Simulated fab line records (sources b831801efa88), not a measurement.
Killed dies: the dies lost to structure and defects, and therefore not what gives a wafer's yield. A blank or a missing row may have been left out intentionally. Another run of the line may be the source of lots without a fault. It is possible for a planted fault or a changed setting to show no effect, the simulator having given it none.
Struck lot and sound lot, side by side    flow sky130    32 out of 708 route steps
Sound: wafers L314.1, L314.3, L314.5. Struck: wafers L318.2, L318.3, L318.6. The cause comes at the end.
For every step that has rows: the tool of each side, followed by ch and its chambers, followed by its first start. Under that, the readings that differ: sound wafers    struck wafers    difference of the means    sigmas: that difference in standard deviations of wafers without a fault.
alike: words and numbers the same on both sides, and readings whose means are apart by under 2 such deviations; not compared: readings that were withheld, readings missing a value for some wafer, numbers with overlapping values and no deviation given by the record, and bounds like >300 which may hide the same value.
Wherever a step has rows on one side only, a row that says differs or no value, or a row with sigmas, the two part there. When numbers do not overlap yet have no deviation, they are printed without sigmas and do not part them. Lack of a reading on every wafer of one side parts them only where that side has two or more wafers.

SKY_PWDE_OVL_MEAS_07:
  sound on overlay-01, day 5 04:22; struck on overlay-01, day 5 22:35
  alike: PWDE_OVL
following that, these wafers have no rows for 1 step: SKY_PWDE_IMPLANT_08.
SKY_PWDE_STRIP_09: strips in O2/N2.
  sound on plasma_asher-02 ch 0,1, day 5 04:32; struck on plasma_asher-04 ch 0,1, day 5 22:46
  alike: drypump_motor_current_A, oes_product_au, strip_time_to_endpoint_s
  not compared: rf_hours_counter_h
SKY_PWDE_TW_MEAS_10:
  sound on film_metro-03, day 5 04:38; struck on film_metro-01, day 5 22:52
  alike: PWDE_TW
then, 7 steps without rows for these wafers: SKY_NWELL_DEHYDRATE_03 (time 60 s); SKY_NWELL_HMDS_04 (prime time 60 s); SKY_NWELL_COAT_05 (resist thk 3000 nm); SKY_NWELL_SOFTBAKE_06; SKY_NWELL_EXPOSE_07 (exposes mask NWM, target cd 840 nm); SKY_NWELL_PEB_08; SKY_NWELL_DEVELOP_09 (develop time 60 s).
SKY_NWELL_OVL_MEAS_10:
  sound on overlay-02, day 5 23:13; struck on overlay-01, day 6 17:28
  alike: NWELL_00_OVL
SKY_NWELL_IMPLANT_11:
  sound on implanter-01 ch 0, day 5 23:16; struck on implanter-03 ch 0, day 6 17:32
reading             sound                            struck                            difference   sigmas
dose_ions_cm2       1.8975e+13 1.899e+13 1.8979e+13  2.1365e+13 2.1336e+13 2.1347e+13  +2.3680e+12  +99 or more
faraday_current_uA  107.5 108.6 110.1                117.8 118.0 122.4                 +10.7        +5
  alike: beam_on_s
then, 2 steps without rows for these wafers: SKY_NWELL_IMPLANT_12; SKY_NWELL_IMPLANT_13.
SKY_NWELL_STRIP_14: strips in O2/N2.
  sound on plasma_asher-01 ch 0,1, day 5 23:43; struck on plasma_asher-01 ch 0,1, day 6 17:57
  alike: drypump_motor_current_A, oes_product_au, strip_time_to_endpoint_s
  not compared: rf_hours_counter_h
SKY_NWELL_TW_MEAS_15:
  sound on film_metro-02, day 5 23:49; struck on film_metro-01, day 6 18:04
reading   sound           struck          difference  sigmas
NWELL_TW  1812 1807 1810  1924 1923 1931  +116        +8
then, 7 steps without rows for these wafers: SKY_NWELL_DEHYDRATE_16 (time 60 s); SKY_NWELL_HMDS_17 (prime time 60 s); SKY_NWELL_COAT_18 (resist thk 3000 nm); SKY_NWELL_SOFTBAKE_19; SKY_NWELL_EXPOSE_20 (exposes mask NWM COMPLEMENT, target cd 840 nm); SKY_NWELL_PEB_21; SKY_NWELL_DEVELOP_22 (develop time 60 s).
SKY_NWELL_OVL_MEAS_23:
  sound on overlay-02, day 6 18:46; struck on overlay-02, day 7 13:55
  alike: NWELL_01_OVL
following that, these wafers have no rows for 1 step: SKY_NWELL_IMPLANT_24.
SKY_NWELL_STRIP_25: strips in O2/N2.
  sound on plasma_asher-02 ch 0,1, day 6 18:57; struck on plasma_asher-02 ch 0,1, day 7 14:06
  alike: drypump_motor_current_A, oes_product_au, strip_time_to_endpoint_s
  not compared: rf_hours_counter_h
SKY_NWELL_TW_MEAS_26:
  sound on film_metro-02, day 6 19:03; struck on film_metro-01, day 7 14:13
  alike: NWELL_2_TW
then, 1 step without rows for these wafers: SKY_NWELL_CLEAN_27 (cleans in SC1/SC2, time 150 s).
SKY_NWELL_RTA_28: time 30 s.
  sound on rtp_anneal-02 ch 0, day 6 19:10; struck on rtp_anneal-02 ch 0, day 7 14:20
  alike: anneal_temp_c_max, lamp_power_pct, wafer_temp_C_max
SKY_NWELL_RS_MEAS_29: the measuring method here is four-point-probe.
  sound on film_metro-01, day 6 19:16; struck on film_metro-02, day 7 14:26
reading            sound              struck             difference  sigmas
NWELL_RS (ohm/sq)  624.1 625.2 624.2  583.8 583.2 583.3  -41.1       -19
-- the record jumps here: 41 days lie between the struck wafers' starts before and after (it left off in module NWELL and takes up again in module PAD_OPEN, whose first step shown is number 708 of the route) --
SKY_PAD_OPEN_PROBE_99:
  sound on prober-02, day 47 10:23; struck on prober-02, day 48 05:37
reading                            sound                          struck                         difference  sigmas
killed_open                        57 58 57                       50 43 39                       -13         -2
model.etest.nfet_16v.r_on_ohm_um   1.396e+04 1.403e+04 1.404e+04  1.351e+04 1.352e+04 1.356e+04  -4.800e+02  
model.etest.res_nwell.line_ohm_um  1090 1074 1108                 1010 1027 1030                 -68         
model.etest.res_nwell.rs_ohm_sq    934.9 915.7 926.8              845.2 865.8 858.7              -69.2       
  alike: killed_at_M0_to_M3, killed_at_M4_up, killed_at_contacts, killed_at_front_end, killed_at_other, killed_dies, killed_short

## WHERE THEY PART
First at SKY_NWELL_IMPLANT_11; last, within this record, at SKY_PAD_OPEN_PROBE_99.

WHY: the cause the simulator had injected
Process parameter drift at SKY_NWELL_IMPLANT_11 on implanter-03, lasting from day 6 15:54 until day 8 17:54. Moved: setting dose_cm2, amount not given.
